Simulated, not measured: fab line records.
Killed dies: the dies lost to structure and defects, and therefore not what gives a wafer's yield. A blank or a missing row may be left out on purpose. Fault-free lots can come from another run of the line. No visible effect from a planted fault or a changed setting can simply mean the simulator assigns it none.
Matching of chambers + flow sfqLine + SFQ_TRILAYER_I3_CMP_CMP_082 on cmp-01 has 4 sister chambers
The step polishes SiO2. 14 wafers are shown with their chamber, then 7 later ones without.

## WAFERS PAIRED WITH THEIR CHAMBERS
| wafer  | chamber | motorCurrentA (A) | timeToEndpointS (s) | edgeZonePressureFrac |
|--------|---------|-------------------|---------------------|----------------------|
| L257.1 | 2       | 8.7               | 219                 | 0.992                |
| L257.3 | 3       | 9.3               | 226                 | 1.008                |
| L257.4 | 0       | 10.8              | 204                 | 1.002                |
| L258.3 | 2       | 9.1               | 217                 | 1.008                |
| L258.4 | 3       | 10.2              | 226                 | 0.996                |
| L258.5 | 2       | 9.5               | 219                 | 1.001                |
| L259.4 | 3       | 9.9               | 223                 | 0.998                |
| L259.5 | 2       | 9.0               | 201                 | 0.990                |
| L259.6 | 1       | 12.0              | 208                 | 0.996                |
| L260.2 | 2       | 9.1               | 212                 | 1.004                |
| L260.3 | 1       | 11.8              | 212                 | 1.011                |
| L260.5 | 0       | 11.0              | 209                 | 0.999                |
| L263.2 | 1       | 11.4              | 211                 | 1.002                |
| L263.3 | 0       | 10.5              | 206                 | 0.995                |

SIGNATURES (averages over the wafers above)
| reading              | chamber 0 | chamber 1 | chamber 2 | chamber 3 | scatter within a chamber |
|----------------------|-----------|-----------|-----------|-----------|--------------------------|
| motorCurrentA        | 10.767    | 11.733    | 9.080     | 9.800     | 0.326                    |
| timeToEndpointS      | 206.33    | 210.33    | 213.60    | 225.00    | 5.08                     |
| edgeZonePressureFrac | 0.99867   | 1.00300   | 0.99900   | 1.00067   | 0.00679                  |
Rule: a wafer lies at a distance from a chamber equal to the root of the sum of squares, over the readings, of (its reading less the chamber's mean, divided by the reading's scatter). The wafer belongs to the nearest chamber; if the next one is less than 2 further off, it can't be placed. The scatter: the root of (the sum of the squares of (reading less its chamber's mean) over the shown wafers, divided by (wafers less chambers)).

## WAFERS WITH NO CHAMBER GIVEN
| wafer  | motorCurrentA (A) | timeToEndpointS (s) | edgeZonePressureFrac |
|--------|-------------------|---------------------|----------------------|
| L263.6 | 9.7               | 219                 | 0.997                |
| L265.2 | 9.6               | 209                 | 1.002                |
| L265.4 | 11.5              | 213                 | 1.014                |
| L265.6 | 9.5               | 225                 | 1.004                |
| L266.4 | 10.1              | 200                 | 1.004                |
| L266.5 | 9.7               | 217                 | 0.996                |
| L266.6 | 9.2               | 207                 | 1.004                |

## CHAMBER TAKEN BY EACH
| wafer  | from the rows above          | in truth |
|--------|------------------------------|----------|
| L263.6 | can't be placed: 3 or 2      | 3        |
| L265.2 | can't be placed: 2 or 3 or 0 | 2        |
| L265.4 | can't be placed: 1 or 0      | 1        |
| L265.6 | can't be placed: 3 or 2      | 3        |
| L266.4 | can't be placed: 0 or 2      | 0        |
| L266.5 | can't be placed: 3 or 2      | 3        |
| L266.6 | 2                            | 2        |
1 of 7 placed correctly. Can't be placed from these rows: 6 (the true chamber is among the candidates in 6). Wrongly placed: 0.
